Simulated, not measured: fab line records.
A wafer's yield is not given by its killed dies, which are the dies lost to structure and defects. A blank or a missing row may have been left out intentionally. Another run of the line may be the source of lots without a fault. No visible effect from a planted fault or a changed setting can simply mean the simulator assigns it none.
One fault seen from 2 desks -- flow sfqLine -- numbers are kept per desk, each desk with only its own; the story behind them comes last

THE METROLOGY DESK
Lot by lot, what the gauges showed, no matter which tool ran the lot: averages of those sampled wafers that carry a number. The brackets show how far a lot's mean lies from the usual mean; more than 4 standard deviations puts the lot out of limits, marked OUT.
Columns: A = M2_NB_RS at SFQ_M2_RS_MEAS_914, usual 0.888 ohm/sq
lot,first seen here,A
L742,day 16 02:10,0.911
L743,day 16 13:43,0.884
L744,day 16 19:42,0.884
L746,day 17 22:18,0.891
L747,day 18 14:05,0.880
L748,day 18 19:09,0.898
L750,day 19 15:18,0.896
L751,day 20 04:29,0.888
L752,day 20 11:54,0.883
L753,day 20 13:05,0.886
L756,day 22 08:59,0.880
L760,day 23 16:55,0.895
L763,day 25 00:55,0.879
This desk found nothing out of limits on any of the 13 lots.

FOR THE TOOL OWNER'S DESK: cmp-01
The tool's own readings at SFQ_TRILAYER_I4_CMP_CMP_100 (polishes SiO2): means of the sampled wafers that have a number, for each lot that ran on this tool. The brackets show how far a lot's mean lies from the usual mean; more than 4 standard deviations puts the lot out of limits, marked OUT.
Columns: A = motorCurrentA at SFQ_TRILAYER_I4_CMP_CMP_100, usual 10.2 A; B = timeToEndpointS at SFQ_TRILAYER_I4_CMP_CMP_100, usual 217 s
lot,first seen here,A,B
L744,day 37 09:10,10.3,217
L746,day 44 20:29,10.1,224
L747,day 45 06:47,10.2,217
L748,day 46 01:19,10.1,217
L750,day 46 23:20,10.2,229
L751,day 47 16:20,10.6,218
L760,day 51 08:00,10.3,227
This desk found nothing out of limits on any of the 7 lots.

TAKEN TOGETHER
At the metrology desk, nothing out of limits was observed.
The desk of the tool owner found nothing out of limits.

WHAT THE SIMULATOR HAD PUT IN
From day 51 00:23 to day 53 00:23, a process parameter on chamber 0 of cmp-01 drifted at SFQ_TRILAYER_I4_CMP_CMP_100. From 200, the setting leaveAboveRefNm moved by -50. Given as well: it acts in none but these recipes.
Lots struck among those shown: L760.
